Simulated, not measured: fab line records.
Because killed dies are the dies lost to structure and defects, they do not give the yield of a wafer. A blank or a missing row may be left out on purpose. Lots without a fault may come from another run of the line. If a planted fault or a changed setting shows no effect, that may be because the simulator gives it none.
fab line records	flow gf180mcu
record: lots: 5	wafers: 23
route steps=602 shown POLY_GATE@157 HV_LDD@182 NSD@237 PSD@250
start-h: hours from the record's first day to the start of the lot's first wafer shown	wait-h: how many hours have passed since the lot's step before this one	" the same as in the row above	L1.1+2: a row that stands for several wafers	- either no value or no given start	* or withheld: withheld	< > ~ a bound
route shown NAME@n: a module of which the file shows steps, and the number in the route of the first	usual: the fault-free wafers' mean and standard deviation	same: alike in all rows	chamber/n: place in a boat	sites: per-site readings	_std_site: standard deviation across them	_edge_site: outer sites' mean less inner sites'	radius-mm: how far each site lies from the wafer's centre	mask NAME#n: copy n	behind: the tool/chamber that last shaped the wafer	hold: the reason the lot was held/the length of the hold in hours/how it ended	device: the transistor (n, p or np) that didn't switch	end of line: the tests these same wafers got at the end of their route	a step without rows: its recipe alone	killed: at the first sort, the dies lost to defects and structure; wafer yield is something else	map: a wafer's dies, x killed, . not, _ none there
set.NAME: the setting that was run; set.NAME@STEP: the one run at that earlier step	model.NAME: the simulator's own value behind a step, which no gauge read
one table per step and one row per wafer, for lots whose settings were changed on purpose
== steps ==
step: GF_POLY_GATE_CVD_00
recipe: material: poly-Si	target-thk-nm: 200	temp-c: 620	time-s: 1200	pressure-mtorr: 200
lot.wafer	tool	chamber	start-h	wait-h	set.time-s	model.poly-Si_of_POLY_GATE_CVD_00.thk-nm
L075.1	-	-	-	0.0	1343	224.3
L075.2	"	-	"	"	1343	225.3
L075.3	"	-	"	"	1343	225
L075.4	"	-	"	"	1343	227.1
L075.5	"	-	"	"	1343	225.4
L076.2	-	-	-	0.0	1366	226.7
L076.3	"	-	"	"	1366	229.1
L076.4	"	-	"	"	1366	228.1
L076.5	"	-	"	"	1366	226.8
L076.6	"	-	"	"	1366	226.9
L082.1	-	-	-	0.2	1021	173.5
L082.2	"	-	"	"	1021	171.9
L082.4	"	-	"	"	1021	171.7
L082.5	"	-	"	"	1021	172.5
L082.6	"	-	"	"	1021	170.9
L083.1	-	-	-	0.2	1096	182.3
L083.2	"	-	"	"	1096	183.6
L083.3	"	-	"	"	1096	184.7
L083.4	"	-	"	"	1096	183.1
L083.6	"	-	"	"	1096	183.4
L084.2	lpcvd-01	1	251.89	0.0	1200	198
L084.3	"	1	"	"	1200	198.1
L084.5	"	1	"	"	1200	198.4
step: GF_POLY_GATE_THK_MEAS_01
recipe: reads: poly-Si_of_POLY_GATE_CVD_00
usual: POLY_GATE_CVD_00_THK: 199.9/2
lot.wafer	tool	chamber	start-h	wait-h	set.time-s@POLY_GATE_CVD_00	POLY_GATE_CVD_00_THK[nm]
L075.1	film-metro-04	-	-	-	1343	224.1
L075.2	"	-	"	"	1343	225.2
L075.3	"	-	"	"	1343	224.9
L075.4	"	-	"	"	1343	227.2
L075.5	"	-	"	"	1343	225.4
L076.2	film-metro-03	-	-	-	1366	226.6
L076.3	"	-	"	"	1366	229.3
L076.4	"	-	"	"	1366	228.1
L076.5	"	-	"	"	1366	226.7
L076.6	"	-	"	"	1366	226.9
L082.1	film-metro-03	-	-	-	1021	173.6
L082.2	"	-	"	"	1021	172.0
L082.4	"	-	"	"	1021	171.7
L082.5	"	-	"	"	1021	172.7
L082.6	"	-	"	"	1021	170.9
L083.1	film-metro-04	-	-	-	1096	182.4
L083.2	"	-	"	"	1096	183.4
L083.3	"	-	"	"	1096	184.8
L083.4	"	-	"	"	1096	183.1
L083.6	"	-	"	"	1096	183.4
L084.2	film-metro-02	-	253.24	0.0	1200	198.0
L084.3	"	-	"	"	1200	198.0
L084.5	"	-	"	"	1200	198.2
step: GF_POLY_GATE_DEVELOP_09
recipe: develop-time-s: 60	resist: KrF	dev-temp-c: 21
lot.wafer	tool	chamber	start-h	wait-h	set.dev-temp-c
L075.1+3+4	litho-track-04	0	202.82	0.2	22.68
L075.2+5	"	0	"	"	21
L076.2+6	litho-track-01	0	220.15	0.2	17.34
L076.3+4+5	"	0	"	"	21
L083.1+2+3+4+6	litho-track-01	0	265.97	0.2	21
L082.1+2+4+5+6	litho-track-03	0	266.05	0.2	21
L084.2+3+5	litho-track-01	0	271.70	0.2	21
step: GF_POLY_GATE_ETCH_12
recipe: chemistry: N2/H2	target-depth-a: withheld	overetch-a: withheld	time-s: withheld	target: BARC	ion-energy-ev: 200	source-w: 500	bias-w: 100	pressure-mtorr: 30	n2-flow-sccm: 100	h2-flow-sccm: 200
step: GF_POLY_GATE_ETCH_13
recipe: target: poly-Si	target-depth-nm: 198.5	stop-on: SiO2	over-etch-frac: 0.403	chemistry: HBr/Cl2	icp-w: 400	bias-w: 100	pressure-mtorr: 10	HBr_flow_sccm: 150	Cl2_flow_sccm: 50	time-s: 69.6
usual: oes-product-au: 0.991/0.0072
lot.wafer	tool	chamber	start-h	wait-h	set.time-s@POLY_GATE_CVD_00	oes-product-au
L075.1	rie-si-02	0	203.18	-	1343	0.985
L075.2	"	2	"	"	1343	0.995
L075.3	"	3	"	"	1343	1.012
L075.4	"	1	"	"	1343	1.004
L075.5	"	3	"	"	1343	1.013
L076.2	rie-si-02	3	220.48	-	1366	1.012
L076.3	"	1	"	"	1366	1.012
L076.4	"	0	"	"	1366	0.998
L076.5	"	2	"	"	1366	1.000
L076.6	"	3	"	"	1366	1.016
L083.1	rie-si-01	0	266.33	-	1096	0.934
L083.2	"	3	"	"	1096	0.937
L083.3	"	1	"	"	1096	0.952
L083.4	"	0	"	"	1096	0.934
L083.6	"	3	"	"	1096	0.944
L082.1	rie-si-02	3	266.41	-	1021	0.911
L082.2	"	0	"	"	1021	0.902
L082.4	"	1	"	"	1021	0.901
L082.5	"	1	"	"	1021	0.905
L082.6	"	2	"	"	1021	0.902
L084.2	rie-si-02	1	272.03	-	1200	0.996
L084.3	"	2	"	"	1200	0.980
L084.5	"	2	"	"	1200	0.988
step: GF_POLY_GATE_OXIDATION_16
recipe: temp-c: 850	ambient: O2	stabilise-s: 600	purge-s: 300	target-thk-a: 40	ox-time-s: 899
lot.wafer	tool	chamber	start-h	wait-h	set.ox-time-s	model.SiO2_of_POLY_GATE_OXIDATION_16.thk-nm
L075.1	-	-	-	0.0	953.3	4.131
L075.2	"	-	"	"	953.3	4.154
L075.3	"	-	"	"	953.3	4.192
L075.4	"	-	"	"	953.3	4.15
L075.5	"	-	"	"	953.3	4.169
L076.2	-	-	-	0.0	953.1	4.14
L076.3	"	-	"	"	953.1	4.151
L076.4	"	-	"	"	953.1	4.205
L076.5	"	-	"	"	953.1	4.1
L076.6	"	-	"	"	953.1	4.087
L082.1	-	-	-	7.2	1003	4.291
L082.2	"	-	"	"	1003	4.367
L082.4	"	-	"	"	1003	4.298
L082.5	"	-	"	"	1003	4.299
L082.6	"	-	"	"	1003	4.344
L083.1	-	-	-	7.2	940.3	4.177
L083.2	"	-	"	"	940.3	4.065
L083.3	"	-	"	"	940.3	4.137
L083.4	"	-	"	"	940.3	4.104
L083.6	"	-	"	"	940.3	4.047
L084.2	furnace-02	0	273.78	1.5	899	3.909
L084.3	"	0	"	"	899	3.966
L084.5	"	0	"	"	899	3.964
step: GF_HV_LDD_DEVELOP_06
recipe: develop-time-s: 60	dev-temp-c: 23
lot.wafer	tool	chamber	start-h	wait-h	set.develop-time-s
L075.1+2+3+4+5	litho-track-03	0	222.06	0.1	60
L076.2+5	litho-track-01	0	240.00	0.1	60
L076.3+4+6	"	0	"	"	56.65
L082.1+2+4+5+6	litho-track-01	0	293.12	0.1	60
L083.1+2+3	litho-track-02	0	293.34	0.1	52.56
L083.4+6	"	0	"	"	60
L084.2+3+5	litho-track-01	0	293.45	0.1	60
step: GF_HV_LDD_CD_MEAS_07
recipe: target-cd-nm: 400
usual: cd-nm: 400.7/1.6
lot.wafer	tool	chamber	start-h	wait-h	set.develop-time-s@HV_LDD_DEVELOP_06	cd-nm
L075.1	cd-sem-01	-	222.21	0.1	60	402.1
L075.2	"	-	"	"	60	401.2
L075.3	"	-	"	"	60	400.2
L075.4	"	-	"	"	60	398.8
L075.5	"	-	"	"	60	400.8
L076.2	cd-sem-01	-	240.14	0.1	60	399.9
L076.3	"	-	"	"	56.65	396.7
L076.4	"	-	"	"	56.65	397.4
L076.5	"	-	"	"	60	402.0
L076.6	"	-	"	"	56.65	396.9
L082.1	cd-sem-02	-	293.27	0.1	60	402.3
L082.2	"	-	"	"	60	400.2
L082.4	"	-	"	"	60	400.0
L082.5	"	-	"	"	60	398.2
L082.6	"	-	"	"	60	398.8
L083.1	cd-sem-02	-	293.49	0.1	52.56	387.5
L083.2	"	-	"	"	52.56	388.2
L083.3	"	-	"	"	52.56	386.6
L083.4	"	-	"	"	60	400.0
L083.6	"	-	"	"	60	402.4
L084.2	cd-sem-01	-	293.59	0.1	60	399.8
L084.3	"	-	"	"	60	401.2
L084.5	"	-	"	"	60	399.4
step: GF_HV_LDD_DEVELOP_18
recipe: develop-time-s: 60	dev-temp-c: 23
lot.wafer	tool	chamber	start-h	wait-h	set.develop-time-s
L075.1+3	litho-track-02	0	240.19	0.1	60
L075.2+4+5	"	0	"	"	53.03
L076.2+3+4+5+6	litho-track-01	0	258.00	0.1	60
L082.1+2+4+5+6	litho-track-03	0	312.90	0.1	60
L083.1+3+6	litho-track-01	0	313.42	0.1	68.9
L083.2+4	"	0	"	"	60
L084.2+3+5	litho-track-02	0	313.51	0.1	60
step: GF_HV_LDD_CD_MEAS_19
recipe: target-cd-nm: 400
usual: cd-nm: 400.8/2.5
lot.wafer	tool	chamber	start-h	wait-h	set.develop-time-s@HV_LDD_DEVELOP_18	cd-nm
L075.1	cd-sem-02	-	240.34	0.1	60	402.5
L075.2	"	-	"	"	53.03	390.8
L075.3	"	-	"	"	60	401.3
L075.4	"	-	"	"	53.03	392.1
L075.5	"	-	"	"	53.03	391.8
L076.2	cd-sem-01	-	258.14	0.1	60	401.9
L076.3	"	-	"	"	60	403.2
L076.4	"	-	"	"	60	400.3
L076.5	"	-	"	"	60	400.5
L076.6	"	-	"	"	60	399.8
L082.1	cd-sem-01	-	313.05	0.1	60	395.8
L082.2	"	-	"	"	60	396.6
L082.4	"	-	"	"	60	396.9
L082.5	"	-	"	"	60	397.9
L082.6	"	-	"	"	60	396.9
L083.1	cd-sem-02	-	313.57	0.1	68.9	416.5
L083.2	"	-	"	"	60	405.2
L083.3	"	-	"	"	68.9	417.9
L083.4	"	-	"	"	60	403.2
L083.6	"	-	"	"	68.9	416.2
L084.2	cd-sem-01	-	313.66	0.1	60	400.5
L084.3	"	-	"	"	60	403.7
L084.5	"	-	"	"	60	402.7
step: GF_HV_LDD_STRIP_22
recipe: chemistry: O2/N2	power-w: 1400	pressure-mtorr: 1500	platen-temp-c: 250	o2-flow-sccm: 3000	n2-flow-sccm: 300	overash-fraction: 0.5
usual: strip-time-to-endpoint-s: 12.62/0.042
lot.wafer	tool	chamber	start-h	wait-h	set.o2-flow-sccm	strip-time-to-endpoint-s
L075.1	plasma-asher-02	0	240.65	0.1	2785	12.63
L075.2	"	1	"	"	2785	12.71
L075.3	"	0	"	"	3000	12.60
L075.4	"	1	"	"	3000	12.60
L075.5	"	1	"	"	2785	12.69
L076.2	plasma-asher-04	0	258.43	0.1	3000	12.59
L076.3	"	0	"	"	3000	12.63
L076.4	"	1	"	"	2628	12.73
L076.5	"	1	"	"	2628	12.68
L076.6	"	0	"	"	2628	12.73
L082.1	plasma-asher-03	0	313.36	0.1	3177	12.60
L082.2	"	1	"	"	3177	12.59
L082.4	"	0	"	"	3177	12.57
L082.5	"	0	"	"	3000	12.62
L082.6	"	1	"	"	3000	12.62
L083.1	plasma-asher-02	1	313.88	0.1	3000	12.64
L083.2	"	0	"	"	3000	12.65
L083.3	"	0	"	"	3243	12.57
L083.4	"	1	"	"	3243	12.56
L083.6	"	0	"	"	3000	12.64
L084.2	plasma-asher-04	1	313.95	0.1	3000	12.55
L084.3	"	0	"	"	3000	12.56
L084.5	"	0	"	"	3000	12.54
step: GF_HV_LDD_DEVELOP_45
recipe: develop-time-s: 60	dev-temp-c: 23
lot.wafer	tool	chamber	start-h	wait-h	set.dev-temp-c
L075.1+2+3	litho-track-02	0	276.94	0.1	23
L075.4+5	"	0	"	"	26.21
L076.2+3+4+5+6	litho-track-01	0	296.15	0.1	23
L082.1+5	litho-track-01	0	354.07	0.1	20.47
L082.2+4+6	"	0	"	"	23
L083.1+6	litho-track-03	0	354.40	0.1	23
L083.2+3+4	"	0	"	"	25.67
L084.2+3+5	litho-track-02	0	355.16	0.1	23
step: GF_HV_LDD_CD_MEAS_46
recipe: target-cd-nm: 400
usual: cd-nm: 400.6/2.6
lot.wafer	tool	chamber	start-h	wait-h	set.dev-temp-c@HV_LDD_DEVELOP_45	cd-nm
L075.1	cd-sem-02	-	277.09	0.1	23	404.6
L075.2	"	-	"	"	23	405.1
L075.3	"	-	"	"	23	403.6
L075.4	"	-	"	"	26.21	392.7
L075.5	"	-	"	"	26.21	392.5
L076.2	cd-sem-02	-	296.29	0.1	23	398.6
L076.3	"	-	"	"	23	399.3
L076.4	"	-	"	"	23	400.1
L076.5	"	-	"	"	23	398.5
L076.6	"	-	"	"	23	396.7
L082.1	cd-sem-01	-	354.22	0.1	20.47	413.0
L082.2	"	-	"	"	23	405.1
L082.4	"	-	"	"	23	402.2
L082.5	"	-	"	"	20.47	412.4
L082.6	"	-	"	"	23	403.5
L083.1	cd-sem-02	-	354.55	0.1	23	403.6
L083.2	"	-	"	"	25.67	392.8
L083.3	"	-	"	"	25.67	391.5
L083.4	"	-	"	"	25.67	392.5
L083.6	"	-	"	"	23	403.1
L084.2	cd-sem-02	-	355.31	0.1	23	399.9
L084.3	"	-	"	"	23	401.8
L084.5	"	-	"	"	23	397.1
step: GF_HV_LDD_CVD_56
recipe: material: Si3N4	precursor: DCS/NH3	target-thk-nm: 90	temp-c: 770	time-s: 1543	pressure-mtorr: 250
lot.wafer	tool	chamber	start-h	wait-h	set.temp-c	model.Si3N4_of_HV_LDD_CVD_56.thk-nm
L075.1	-	-	-	0.1	776.6	103
L075.2	"	-	"	"	776.6	103.1
L075.3	"	-	"	"	776.6	103.6
L075.4+5	"	-	"	"	776.6	103.5
L076.2	-	-	-	0.0	765.2	82.24
L076.3	"	-	"	"	765.2	83.11
L076.4	"	-	"	"	765.2	82.21
L076.5	"	-	"	"	765.2	82.44
L076.6	"	-	"	"	765.2	82.79
L082.1	-	-	-	0.3	773.2	97.12
L082.2	"	-	"	"	773.2	97.25
L082.4	"	-	"	"	773.2	96.88
L082.5	"	-	"	"	773.2	97.39
L082.6	"	-	"	"	773.2	97.07
L083.1	-	-	-	0.7	770	89.82
L083.2	"	-	"	"	770	89.57
L083.3	"	-	"	"	770	89.16
L083.4	"	-	"	"	770	89.27
L083.6	"	-	"	"	770	89.07
L084.2	lpcvd-01	0	357.71	0.7	770	89.77
L084.3	"	0	"	"	770	90.61
L084.5	"	0	"	"	770	90.81
step: GF_HV_LDD_THK_MEAS_57
recipe: reads: Si3N4_of_HV_LDD_CVD_56
usual: HV_LDD_CVD_56_THK: 90.2/0.77
lot.wafer	tool	chamber	start-h	wait-h	set.temp-c@HV_LDD_CVD_56	HV_LDD_CVD_56_THK[nm]
L075.1	film-metro-02	-	-	-	776.6	102.9
L075.2	"	-	"	"	776.6	103.2
L075.3	"	-	"	"	776.6	103.7
L075.4	"	-	"	"	776.6	103.4
L075.5	"	-	"	"	776.6	103.5
L076.2	film-metro-01	-	-	-	765.2	82.2
L076.3	"	-	"	"	765.2	83.1
L076.4	"	-	"	"	765.2	82.2
L076.5	"	-	"	"	765.2	82.4
L076.6	"	-	"	"	765.2	82.8
L082.1	film-metro-04	-	-	-	773.2	97.1
L082.2	"	-	"	"	773.2	97.3
L082.4	"	-	"	"	773.2	96.9
L082.5	"	-	"	"	773.2	97.4
L082.6	"	-	"	"	773.2	97.1
L083.1	film-metro-04	-	-	-	770	89.8
L083.2	"	-	"	"	770	89.5
L083.3	"	-	"	"	770	89.2
L083.4	"	-	"	"	770	89.3
L083.6	"	-	"	"	770	89.1
L084.2	film-metro-02	-	359.15	0.0	770	89.8
L084.3	"	-	"	"	770	90.6
L084.5	"	-	"	"	770	90.9
step: GF_HV_LDD_ETCHBACK_58
recipe: chemistry: CH3F/O2	target: Si3N4	stop-on: SiO2	source-w: 400	bias-w: 80	pressure-mtorr: 25	ch3f-flow-sccm: 40	O2_flow_sccm: 30	time-s: 100	target-depth-a: 900
usual: oes-product-au: 0.844/0.0067
lot.wafer	tool	chamber	start-h	wait-h	set.temp-c@HV_LDD_CVD_56	oes-product-au	model.etch.depth-nm
L075.1	rie-diel-03	1	280.36	0.1	776.6	0.902	-
L075.2	"	0	"	"	776.6	0.919	103.1
L075.3	"	3	"	"	776.6	0.915	103.6
L075.4	"	2	"	"	776.6	0.917	103.5
L075.5	"	0	"	"	776.6	0.909	-
L076.2	rie-diel-03	0	299.54	0.0	765.2	0.801	-
L076.3	"	3	"	"	765.2	0.805	-
L076.4	"	1	"	"	765.2	0.801	-
L076.5	"	2	"	"	765.2	0.800	82.44
L076.6	"	1	"	"	765.2	0.809	82.79
L082.1	rie-diel-04	2	357.77	0.1	773.2	0.879	97.12
L082.2	"	0	"	"	773.2	0.887	-
L082.4	"	3	"	"	773.2	0.880	96.88
L082.5	"	2	"	"	773.2	0.884	97.39
L082.6	"	1	"	"	773.2	0.884	-
L083.1	rie-diel-04	3	358.51	0.1	770	0.848	89.82
L083.2	"	2	"	"	770	0.832	89.57
L083.3	"	0	"	"	770	0.838	89.16
L083.4	"	1	"	"	770	0.840	-
L083.6	"	1	"	"	770	0.838	-
L084.2	rie-diel-02	1	359.20	0.0	770	0.842	89.77
L084.3	"	2	"	"	770	0.851	90.61
L084.5	"	1	"	"	770	0.848	90.81
step: GF_NSD_COAT_02
recipe: resist: NOVOLAK	spin-rpm: 3000	resist-thk-nm: 1000
lot.wafer	tool	chamber	start-h	wait-h	set.resist-thk-nm	model.NOVOLAK_of_NSD_COAT_02.thk-nm
L075.1	litho-track-02	0	288.54	0.1	1000	993.6
L075.2	"	0	"	"	957.4	952
L075.3	"	0	"	"	957.4	955
L075.4	"	0	"	"	1000	996.8
L075.5	"	0	"	"	957.4	956.4
L076.2+5	litho-track-02	0	308.82	0.1	1000	995
L076.3	"	0	"	"	1000	993.8
L076.4	"	0	"	"	1000	995.1
L076.6	"	0	"	"	1000	995.6
L082.1	litho-track-03	0	368.40	0.1	1000	997.2
L082.2	"	0	"	"	1000	996.2
L082.4	"	0	"	"	1015	1013
L082.5	"	0	"	"	1000	999
L082.6	"	0	"	"	1015	1008
L083.1	litho-track-04	0	368.97	0.1	1000	1000
L083.2	"	0	"	"	1034	1037
L083.3	"	0	"	"	1000	999.9
L083.4	"	0	"	"	1034	1036
L083.6	"	0	"	"	1000	1005
L084.2	litho-track-04	0	369.94	0.1	1000	1003
L084.3	"	0	"	"	1000	997.3
L084.5	"	0	"	"	1000	1004
step: GF_NSD_SOFTBAKE_03
recipe: temp-c: 90	time-s: 60	resist: NOVOLAK
step: GF_NSD_EXPOSE_04
recipe: mask-id: Nplus	target-cd-nm: 400	na: 0.6	source-shape: conventional	sigma-outer: 0.6	dose-mj: 140
step: GF_NSD_IMPLANT_09
recipe: species: As	energy-kev: 60	dose-cm2: 4e+15	tilt-deg: 7
step: GF_NSD_IMPLANT_10
recipe: species: P	energy-kev: 40	dose-cm2: 5e+14	tilt-deg: 7
step: GF_NSD_STRIP_11
recipe: chemistry: O2/N2	power-w: 1400	pressure-mtorr: 1500	platen-temp-c: 250	o2-flow-sccm: 3000	n2-flow-sccm: 300	overash-fraction: 0.5
usual: strip-time-to-endpoint-s: 22.95/0.037
lot.wafer	tool	chamber	start-h	wait-h	set.resist-thk-nm@NSD_COAT_02	strip-time-to-endpoint-s
L075.1	plasma-asher-01	0	298.00	0.1	1000	22.89
L075.2	"	1	"	"	957.4	22.42
L075.3	"	1	"	"	957.4	22.46
L075.4	"	0	"	"	1000	22.94
L075.5	"	1	"	"	957.4	22.47
L076.2	plasma-asher-03	1	318.90	0.1	1000	22.89
L076.3	"	1	"	"	1000	22.87
L076.4	"	0	"	"	1000	22.89
L076.5	"	1	"	"	1000	22.88
L076.6	"	0	"	"	1000	22.90
L082.1	plasma-asher-01	0	379.47	0.1	1000	22.91
L082.2	"	1	"	"	1000	22.91
L082.4	"	0	"	"	1015	23.12
L082.5	"	1	"	"	1000	22.94
L082.6	"	0	"	"	1015	23.07
L083.1	plasma-asher-03	0	380.06	0.1	1000	22.97
L083.2	"	1	"	"	1034	23.40
L083.3	"	1	"	"	1000	22.95
L083.4	"	0	"	"	1034	23.36
L083.6	"	0	"	"	1000	23.00
L084.2	plasma-asher-02	1	381.01	0.1	1000	23.01
L084.3	"	1	"	"	1000	22.94
L084.5	"	0	"	"	1000	23.02
step: GF_PSD_COAT_02
recipe: resist: NOVOLAK	spin-rpm: 3000	resist-thk-nm: 1000
lot.wafer	tool	chamber	start-h	wait-h	set.spin-rpm	model.NOVOLAK_of_PSD_COAT_02.thk-nm
L075.1	litho-track-01	0	307.22	0.1	3000	1001
L075.2	"	0	"	"	3000	999.6
L075.3	"	0	"	"	3000	999.3
L075.4	"	0	"	"	3000	998.4
L075.5	"	0	"	"	3000	1000
L076.2	litho-track-01	0	328.60	0.1	3000	1005
L076.3	"	0	"	"	2911	1017
L076.4	"	0	"	"	3000	1004
L076.5	"	0	"	"	3000	999.7
L076.6	"	0	"	"	2911	1016
L082.1	litho-track-01	0	390.72	0.1	3000	997.6
L082.2	"	0	"	"	3000	997.2
L082.4	"	0	"	"	3000	998.7
L082.5	"	0	"	"	3000	999.1
L082.6	"	0	"	"	3000	999.7
L083.1	litho-track-01	0	391.32	0.1	2796	1036
L083.2	"	0	"	"	2796	1041
L083.3	"	0	"	"	3000	1003
L083.4	"	0	"	"	3000	1001
L083.6	"	0	"	"	2796	1040
L084.2	litho-track-01	0	392.60	0.1	3000	1006
L084.3	"	0	"	"	3000	1003
L084.5	"	0	"	"	3000	1005
== key ==
split: step: GF_POLY_GATE_CVD_00	setting: time-s	stated: 1200	by: lot
response: step: GF_POLY_GATE_CVD_00	reading: model.poly-Si_of_POLY_GATE_CVD_00.thk-nm	change: +1.97	per: 1%	r: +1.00
response: step: GF_POLY_GATE_THK_MEAS_01	reading: POLY_GATE_CVD_00_THK	change: +1.97	per: 1%	r: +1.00
response: step: GF_POLY_GATE_ETCH_13	reading: oes-product-au	change: +0.00341	per: 1%	r: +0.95
split: step: GF_POLY_GATE_DEVELOP_09	setting: dev-temp-c	stated: 21	by: wafer
response none clear
split: step: GF_POLY_GATE_OXIDATION_16	setting: ox-time-s	stated: 899	by: lot
response: step: GF_POLY_GATE_OXIDATION_16	reading: model.SiO2_of_POLY_GATE_OXIDATION_16.thk-nm	change: +0.0319	per: 1%	r: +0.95
split: step: GF_HV_LDD_DEVELOP_06	setting: develop-time-s	stated: 60	by: wafer
response: step: GF_HV_LDD_CD_MEAS_07	reading: cd-nm	change: +1.04	per: 1%	r: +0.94
split: step: GF_HV_LDD_DEVELOP_18	setting: develop-time-s	stated: 60	by: wafer
response: step: GF_HV_LDD_CD_MEAS_19	reading: cd-nm	change: +0.867	per: 1%	r: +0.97
split: step: GF_HV_LDD_STRIP_22	setting: o2-flow-sccm	stated: 3000	by: wafer
response: step: GF_HV_LDD_STRIP_22	reading: strip-time-to-endpoint-s	change: *	per: 1%	r: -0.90
split: step: GF_HV_LDD_DEVELOP_45	setting: dev-temp-c	stated: 23	by: wafer
response: step: GF_HV_LDD_CD_MEAS_46	reading: cd-nm	change: -0.876	per: 1%	r: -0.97
split: step: GF_HV_LDD_CVD_56	setting: temp-c	stated: 770	by: lot
response: step: GF_HV_LDD_CVD_56	reading: model.Si3N4_of_HV_LDD_CVD_56.thk-nm	change: +14.3	per: 1%	r: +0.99
response: step: GF_HV_LDD_THK_MEAS_57	reading: HV_LDD_CVD_56_THK	change: +14.3	per: 1%	r: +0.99
response: step: GF_HV_LDD_ETCHBACK_58	reading: oes-product-au	change: +0.0757	per: 1%	r: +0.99
response: step: GF_HV_LDD_ETCHBACK_58	reading: model.etch.depth-nm	change: +14.5	per: 1%	r: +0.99
split: step: GF_NSD_COAT_02	setting: resist-thk-nm	stated: 1000	by: wafer
response: step: GF_NSD_COAT_02	reading: model.NOVOLAK_of_NSD_COAT_02.thk-nm	change: +9.76	per: 1%	r: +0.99
response: step: GF_NSD_STRIP_11	reading: strip-time-to-endpoint-s	change: *	per: 1%	r: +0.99
split: step: GF_PSD_COAT_02	setting: spin-rpm	stated: 3000	by: wafer
response: step: GF_PSD_COAT_02	reading: model.NOVOLAK_of_PSD_COAT_02.thk-nm	change: -5.28	per: 1%	r: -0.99
